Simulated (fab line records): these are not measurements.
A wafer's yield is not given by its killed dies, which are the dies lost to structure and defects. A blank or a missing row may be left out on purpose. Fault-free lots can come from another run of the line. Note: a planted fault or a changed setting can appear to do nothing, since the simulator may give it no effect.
Check for tools in common | flow gf180mcu | Lots sampled 14, wafers sampled 42

== REASON IT WAS OPENED ==
2 of 14 lots carry a flag on the reading VT_IMPLANT_2_TW at GF_VT_IMPLANT_TW_MEAS_21. No-fault wafers: 1222, standard deviation 5.3.
Rule: a lot is flagged when every wafer of it that has a number lies more than 4 standard deviations from that mean, or none has a number. The rest of the lots are taken to be sound.

lot  | measured     | on            | VT_IMPLANT_2_TW, wafer by wafer | flag
L901 | day 6 04:10  | film-metro-01 | 1224 1226 1222                  |
L902 | day 6 11:28  | film-metro-01 | 1224 1226 1222                  |
L903 | day 6 14:26  | film-metro-02 | 1209 1206 1213                  |
L904 | day 7 01:02  | film-metro-01 | 1229 1228 1231                  |
L906 | day 7 19:12  | film-metro-04 | 1226 1220 1221                  |
L911 | day 9 05:30  | film-metro-01 | 1178 1179 1182                  | FLAGGED
L912 | day 9 07:27  | film-metro-02 | 1177 1178 1174                  | FLAGGED
L914 | day 9 20:04  | film-metro-01 | 1224 1228 1216                  |
L916 | day 10 08:42 | film-metro-01 | 1210 1213 1213                  |
L918 | day 10 17:57 | film-metro-01 | 1221 1218 1211                  |
L921 | day 11 13:11 | film-metro-01 | 1224 1225 1223                  |
L922 | day 11 19:25 | film-metro-01 | 1222 1231 1225                  |
L923 | day 12 02:08 | film-metro-04 | 1227 1227 1227                  |
L924 | day 12 11:56 | film-metro-02 | 1218 1217 1214                  |
The mean of the flagged lots' numbers is 1178, -44 from the usual (-8 standard deviations).

== EACH LOT AND THE TOOL IT RAN ON ==
The record holds 1 process step before the reading, out of a route of 602 steps. Read each cell as the tool, then ch plus the chambers that the sampled wafers visited, then the start.
lot  | flag    | GF_VT_IMPLANT_IMPLANT_19
L901 |         | implanter-01 ch 0, day 6 03:57
L902 |         | implanter-01 ch 0, day 6 11:15
L903 |         | implanter-01 ch 0, day 6 14:11
L904 |         | implanter-03 ch 0, day 7 00:47
L906 |         | implanter-04 ch 0, day 7 18:57
L911 | FLAGGED | implanter-03 ch 0, day 9 05:16
L912 | FLAGGED | implanter-03 ch 0, day 9 07:13
L914 |         | implanter-04 ch 0, day 9 19:49
L916 |         | implanter-01 ch 0, day 10 08:27
L918 |         | implanter-01 ch 0, day 10 17:43
L921 |         | implanter-04 ch 0, day 11 12:56
L922 |         | implanter-01 ch 0, day 11 19:11
L923 |         | implanter-01 ch 0, day 12 01:53
L924 |         | implanter-03 ch 0, day 12 11:41
What the steps here do:
- GF_VT_IMPLANT_IMPLANT_19
- GF_VT_IMPLANT_TW_MEAS_21

== FLAGGED AGAINST TOTAL, ONE TOOL AT A TIME (gauges that did the reading follow at the end) ==
step                     | tool          | lots run | flagged | share of the flagged lots | sound lots run after its first flagged lot
GF_VT_IMPLANT_IMPLANT_19 | implanter-01  | 7        | 0       | none                      | -
GF_VT_IMPLANT_IMPLANT_19 | implanter-03  | 4        | 2       | all                       | 1 (L924)
GF_VT_IMPLANT_IMPLANT_19 | implanter-04  | 3        | 0       | none                      | -
GF_VT_IMPLANT_TW_MEAS_21 | film-metro-01 | 9        | 1       | some                      | 5 (L914,L916,L918,L921,L922)
GF_VT_IMPLANT_TW_MEAS_21 | film-metro-02 | 3        | 1       | some                      | 1 (L924)
GF_VT_IMPLANT_TW_MEAS_21 | film-metro-04 | 2        | 0       | none                      | -

== THE TABLE: WHAT IT ALLOWS ==
In the table, 1 row covers all flagged lots: implanter-03 at GF_VT_IMPLANT_IMPLANT_19.
- implanter-03 at GF_VT_IMPLANT_IMPLANT_19: 2 of its 4 lots flagged. After the first flagged lot (L924), sound lots still ran on it; a lasting fault on the whole tool would not permit that. Its own readings (beam-energy-keV) fall more than 4 standard deviations out on all wafers of the flagged lots.
None of the table's rows ran every flagged lot and, after the first, no sound lot.

== WHAT HAD BEEN PUT IN BY THE SIMULATOR ==
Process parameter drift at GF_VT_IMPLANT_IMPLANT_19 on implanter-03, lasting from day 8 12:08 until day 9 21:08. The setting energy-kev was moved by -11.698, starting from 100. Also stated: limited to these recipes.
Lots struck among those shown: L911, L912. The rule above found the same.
